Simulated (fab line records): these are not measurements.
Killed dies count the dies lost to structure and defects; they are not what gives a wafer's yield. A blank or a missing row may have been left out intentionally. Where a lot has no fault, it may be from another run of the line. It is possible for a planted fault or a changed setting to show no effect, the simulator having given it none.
A lot that was struck, set against a sound lot ; flow gf180mcu ; 17 steps out of a route of 602
Sound: the wafers L984.2, L984.4, L984.5. Struck: wafer L986.2 (L986.4, L986.6, from the same lot, were not struck and are left out); the cause is given at the end.
Each step with rows lists, per side, the tool, then ch with its chambers, then its first start. Under that, the readings that differ: sound wafers ; struck wafers ; difference of the means ; sigmas: that difference in standard deviations of wafers without a fault.
alike: same words and numbers on both sides, and readings whose means sit less than 2 such deviations apart. not compared: any withheld reading, any reading some wafer has no value for, any bound like >300 that may hide the same value, and any number with overlapping values for which the record gives no deviation.
Wherever a step has rows on one side only, a row that says differs or no value, or a row with sigmas, the two part there. Non-overlapping numbers with no deviation appear without sigmas and do not part them. A reading that every wafer of one side lacks parts them only if that side has two wafers or more.

first, 3 steps without rows for these wafers: GF_V5_EXPOSE_11 (exposes mask Via5, target cd 260 nm); GF_V5_PEB_12 (peb time 90 s); GF_V5_DEVELOP_13 (develop time 60 s).
GF_V5_CD_MEAS_14: target cd 260 nm.
  sound on cd sem-02 at day 27 12:04; struck on cd sem-01 at day 28 00:04
  alike: cd nm
GF_V5_OVL_MEAS_15:
  sound on overlay-02 at day 27 12:10; struck on overlay-01 at day 28 00:10
  alike: V5_OVL
GF_V5_ETCH_16: etches BARC in N2/H2.
  sound on rie diel-01 ch 0,2, day 27 12:12; struck on rie diel-03 ch 1, day 28 00:11
  alike: drypump motor current A, oes product au, throttle valve pct
GF_V5_ETCH_17: etches SiO2 in C4F8/O2/Ar, stops on TiN, target depth 855 nm.
  sound on rie diel-01 ch 0,2; struck on rie diel-03 ch 1
  alike: oes product au
GF_V5_STRIP_18: strips in O2/N2.
  sound on plasma asher-02 ch 0,1, day 27 12:22; struck on plasma asher-02 ch 1, day 28 00:20
  alike: drypump motor current A, heater power w, oes product au
  not compared: rf hours counter h
then, 2 steps without rows for these wafers: GF_V5_STRIP_19 (strips in post etch residue remover, time 1200 s); GF_V5_CLEAN_20 (cleans in DIW).
GF_V5_SPUTTER_21: material Ti, target thk 15 nm, time 80.02 s.
  sound on pvd sputter-03 at day 27 13:14; struck on pvd sputter-03 at day 28 00:59
  alike: chamber pressure pa, throttle valve pct
GF_V5_SPUTTER_22: material TiN, target thk 10 nm, time 40 s.
  sound on pvd sputter-03 at day 27 13:18; struck on pvd sputter-03 at day 28 01:03
  alike: chamber pressure pa, throttle valve pct
GF_V5_CVD_23: deposits W, target thk 350 nm, time 104.9 s.
  sound on cvd w-01 ch 1, day 27 13:20; struck on cvd w-01 ch 0, day 28 01:05
reading;sound;struck;difference;sigmas
model.W_of_V5_CVD_23.thk nm (nm);351.1 345.5 349.1;360.3;+11.7;
  alike: heater power w
GF_V5_RS_MEAS_24: a four-point-probe measurement.
  sound on film metro-02 at day 27 13:28; struck on film metro-01 at day 28 01:13
reading;sound;struck;difference;sigmas
V5_W_RS (ohm/sq);0.3254 0.3317 0.3285;0.3170;-0.0115;-4
GF_V5_THK_MEAS_25: measures by xrf.
  sound on film metro-02 at day 27 13:35; struck on film metro-01 at day 28 01:20
reading;sound;struck;difference;sigmas
V5_W_THK (nm);339.5 335.2 337.5;346.5;+9.1;+3
then, 1 step without rows for these wafers: GF_V5_CMP_26 (polishes, stops on SiO2, t overpolish 15 s, target thk 0 nm).
GF_PASSIVATION_PROBE_99:
  the record has rows for the struck wafers here (prober-01, day 29 18:59) and none for the sound ones

== WHERE THEY PART ==
At GF_V5_RS_MEAS_24 first; at GF_PASSIVATION_PROBE_99 last (within this record only).

WHY: the cause the simulator had injected
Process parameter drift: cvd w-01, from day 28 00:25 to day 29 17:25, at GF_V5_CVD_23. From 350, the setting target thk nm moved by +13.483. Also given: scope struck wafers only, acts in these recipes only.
